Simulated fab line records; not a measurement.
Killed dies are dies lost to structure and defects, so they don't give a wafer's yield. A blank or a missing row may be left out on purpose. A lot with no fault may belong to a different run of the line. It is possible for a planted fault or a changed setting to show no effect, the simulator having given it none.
Matching of chambers :: flow sky130 :: cmp-02 running SKY_LI_CONTACT_CMP_02: 4 sister chambers
The step polishes PSG. 4 wafers are shown with their chamber, then 7 later ones without.

== WAFERS WITH THEIR CHAMBER ==
wafer: L771.6
chamber: 3
motor-current-A (A): 12.6

wafer: L774.2
chamber: 2
motor-current-A (A): 11.0

wafer: L775.2
chamber: 1
motor-current-A (A): 10.4

wafer: L775.4
chamber: 0
motor-current-A (A): 11.3

== WAFERS WHOSE CHAMBER IS MISSING ==
wafer: L775.5
motor-current-A (A): 11.0

wafer: L777.4
motor-current-A (A): 12.4

wafer: L777.5
motor-current-A (A): 10.0

wafer: L777.6
motor-current-A (A): 13.1

wafer: L778.3
motor-current-A (A): 10.6

wafer: L778.5
motor-current-A (A): 10.9

wafer: L778.6
motor-current-A (A): 10.5

== CHAMBER TAKEN BY EACH ==
wafer: L775.5
from the rows above: can't be placed: 2 or 0
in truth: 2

wafer: L777.4
from the rows above: 3
in truth: 3

wafer: L777.5
from the rows above: 1
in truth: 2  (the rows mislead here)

wafer: L777.6
from the rows above: 3
in truth: 3

wafer: L778.3
from the rows above: can't be placed: 1 or 2 or 0
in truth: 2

wafer: L778.5
from the rows above: can't be placed: 2 or 0 or 1
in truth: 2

wafer: L778.6
from the rows above: can't be placed: 1 or 2
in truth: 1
Placed correctly: 2 of 7. These rows do not allow placing 4 (true chamber among the candidates in 4). Placed wrongly: 1.
How it was worked out, from the rows above alone: a wafer's distance from a chamber is the root of the sum, over the readings, of the square of ((its reading less the chamber's mean) divided by the reading's scatter). The wafer belongs to the nearest chamber; if the next one is less than 2 further off, it can't be placed. A chamber's mean is the mean of its shown wafers. The scatter: root of mean squared gap, hidden wafer to nearest shown wafer, with one shown wafer a chamber.
